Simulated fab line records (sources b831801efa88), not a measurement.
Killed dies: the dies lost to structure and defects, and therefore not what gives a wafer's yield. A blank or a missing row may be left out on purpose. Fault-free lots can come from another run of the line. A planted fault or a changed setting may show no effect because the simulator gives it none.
Problem report in the 8D (eight disciplines) form, filled by code | flow sky130 | the parts of the form that need people (team, actions taken, sign-off) are left out

1. WHAT WENT WRONG
killed_at_M4_up at SKY_PAD_OPEN_PROBE_99 reads a mean of 47.0 on 3 wafers of 2 lots; wafers without a fault read 3.5 with a standard deviation of 1.8. That puts it +24 standard deviations away from the usual mean.
Seen first at day 50 07:24 on prober-02, wafer L460.2. At this step, 9 wafers from 3 lots have a number in the record. Rule for "out", or "out of limits": more than 4 standard deviations from the usual mean. Any other wafer with a number is counted as sound.

2. WHAT IT IS, WHAT IT ISN'T
question                    | is                     | is not
which readings at this step | killed_at_M4_up        | killed_at_M0_to_M3, killed at contacts, killed at front end, killed at other, killed open, killed short
which lots                  | L460, L461             | L451
which wafers of those lots  | L460.2, L460.5, L461.6 | L460.3, L461.1, L461.2
read on which tools         | prober-01, prober-02   | -
when                        | from day 50 07:24      | up to then (3 sound wafers); but 3 sound wafers of L460, L461 came after

3. SUSPECTS, AND WHAT RULES EACH OUT
Counting: any tool at a process step up to the reading remains a suspect provided it ran every lot that is out. Sound lots after the first of them don't rule it out here, since some wafers of a struck lot are sound.
- rie diel-04 at SKY_VIA3_ETCH_14 (etches BARC in N2/H2, stops on SiO2, time 45.9 s, target depth 60 nm): kept. It ran every lot that is out, first L460 (day 45 01:23); its last sound lot up to then is L451 (day 42 22:35).
- hdpcvd-02 at SKY_VIA4_HDPCVD_00 (deposits SiO2, target thk 1750 nm, time 291.7 s): kept. It ran every lot that is out, first L460 (day 46 22:56); its last sound lot up to then is L451 (day 44 23:44).
After counting, rie diel-04 at SKY_VIA3_ETCH_14 and hdpcvd-02 at SKY_VIA4_HDPCVD_00 remain.

4. THE CAUSE (what the simulator had put in)
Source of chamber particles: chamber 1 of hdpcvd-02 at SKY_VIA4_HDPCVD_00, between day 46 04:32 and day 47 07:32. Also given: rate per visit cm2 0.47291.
This tool is one of the 2 suspects left after counting.

5. THE EFFECT CHAIN, in route order
One row per reading whose mean, taken over the struck wafers that have a number, lies over 3 standard deviations from the usual. Only readings for which the record gives a usual standard deviation are gone through. hours: the time from each lot's start at the first step in this table that gives one to its start at this step, as a median over the lots. sigmas: the change in usual standard deviations.
hours | step                  | reading              | usual  | on struck wafers | change | sigmas
0     | SKY_PAD_OPEN_PROBE_99 | defect limited yield | 82.5 % | 74.5             | -8.0   | -4.2
0     | SKY_PAD_OPEN_PROBE_99 | killed_at_M4_up      | 3.5    | 47.0             | +43.5  | +24
0     | SKY_PAD_OPEN_PROBE_99 | killed dies          | 86     | 126              | +40    | +4.3
Here are the process steps it includes:
- SKY_PAD_OPEN_PROBE_99

6. HOW IT WOULD HAVE BEEN CAUGHT EARLIER
In this record the first reading out of limits was taken at day 50 07:24, 99 hours after the fault began at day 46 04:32.
By day 50 07:24, every lot that is out (2) had started SKY_VIA4_HDPCVD_00 on hdpcvd-02. Holding the tool at that point would not have protected any of them.
